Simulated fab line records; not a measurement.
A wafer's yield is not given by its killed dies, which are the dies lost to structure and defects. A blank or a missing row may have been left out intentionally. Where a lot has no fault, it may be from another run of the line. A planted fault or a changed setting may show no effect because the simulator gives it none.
Check for tools in common | flow sky130 | 13 lots, 39 wafers sampled

== WHAT PROMPTED THE OPENING ==
At SKY_NWELL_RS_MEAS_31 the reading PWDE_RS is flagged on 2 of 13 lots. Wafers without a fault read 5268 ohm/sq, standard deviation 18.
Rule: a lot is flagged in two cases, either no wafer of it has a number, or all its wafers with numbers fall more than 4 standard deviations from that mean. The rest of the lots are taken to be sound.

lot  | measured     | on            | PWDE_RS (ohm/sq), wafer by wafer | flag
L141 | day 5 08:11  | film metro-03 | 5268 5260 5264                   |
L142 | day 5 12:49  | film metro-02 | 5250 5267 5265                   |
L144 | day 6 03:26  | film metro-04 | 5272 5251 5266                   |
L145 | day 6 10:37  | film metro-04 | 5261 5246 5256                   |
L147 | day 6 18:17  | film metro-04 | 5276 5283 5266                   |
L149 | day 7 13:29  | film metro-04 | 5274 5242 5254                   |
L151 | day 7 19:18  | film metro-03 | 5277 5261 5252                   |
L153 | day 8 10:40  | film metro-03 | 5412 5414 5383                   | FLAGGED
L156 | day 9 03:29  | film metro-04 | 5269 5277 5272                   |
L158 | day 9 17:01  | film metro-04 | 5404 5392 5388                   | FLAGGED
L161 | day 10 10:47 | film metro-04 | 5257 5272 5252                   |
L162 | day 10 16:40 | film metro-03 | 5260 5252 5267                   |
L164 | day 11 01:47 | film metro-04 | 5284 5259 5280                   |
Average over the flagged lots: 5399 ohm/sq; offset from the usual +131 ohm/sq, equal to +7 standard deviations.

== TOOL THAT RAN EACH LOT ==
The record keeps 1 process step preceding the reading, out of 708 steps on the route. In each cell: the tool, then ch and the chambers that the sampled wafers went through, then the start.
lot  | flag    | SKY_PWDE_IMPLANT_08
L141 |         | implanter-01 ch 0, day 3 21:15
L142 |         | implanter-04 ch 0, day 4 00:45
L144 |         | implanter-04 ch 0, day 4 15:21
L145 |         | implanter-04 ch 0, day 4 20:58
L147 |         | implanter-03 ch 0, day 5 04:01
L149 |         | implanter-01 ch 0, day 5 21:33
L151 |         | implanter-04 ch 0, day 6 02:50
L153 | FLAGGED | implanter-04 ch 0, day 6 17:10
L156 |         | implanter-03 ch 0, day 7 09:55
L158 | FLAGGED | implanter-04 ch 0, day 7 20:40
L161 |         | implanter-03 ch 0, day 8 14:18
L162 |         | implanter-03 ch 0, day 8 19:55
L164 |         | implanter-03 ch 0, day 9 03:35
These steps, and what they do:
- SKY_PWDE_IMPLANT_08
- SKY_NWELL_RS_MEAS_31: measures by four-point-probe.

== FLAGGED AGAINST TOTAL, ONE TOOL AT A TIME (gauges that did the reading follow at the end) ==
step                 | tool          | lots run | flagged | share of the flagged lots | sound lots run after its first flagged lot
SKY_PWDE_IMPLANT_08  | implanter-01  | 2        | 0       | none                      | -
SKY_PWDE_IMPLANT_08  | implanter-03  | 5        | 0       | none                      | -
SKY_PWDE_IMPLANT_08  | implanter-04  | 6        | 2       | all                       | 0
SKY_NWELL_RS_MEAS_31 | film metro-02 | 1        | 0       | none                      | -
SKY_NWELL_RS_MEAS_31 | film metro-03 | 4        | 1       | some                      | 1 (L162)
SKY_NWELL_RS_MEAS_31 | film metro-04 | 8        | 1       | some                      | 2 (L161,L164)

== WHAT THE TABLE PERMITS ==
1 row of the table ran every flagged lot: implanter-04 at SKY_PWDE_IMPLANT_08.
- implanter-04 at SKY_PWDE_IMPLANT_08: 2 of its 6 lots flagged. Its last sound lot is L151 (day 6 02:50), its first flagged lot L153 (day 6 17:10): a fault that began between those two fits. Its own readings lie more than 4 standard deviations out on every wafer of the flagged lots: dose ions cm2.
Left over: one tool, implanter-04 at SKY_PWDE_IMPLANT_08.

== WHAT THE SIMULATOR HAD INSERTED ==
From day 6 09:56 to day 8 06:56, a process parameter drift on implanter-04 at SKY_PWDE_IMPLANT_08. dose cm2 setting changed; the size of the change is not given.
Lots struck among those shown: L153, L158. The same result came from the rule above.
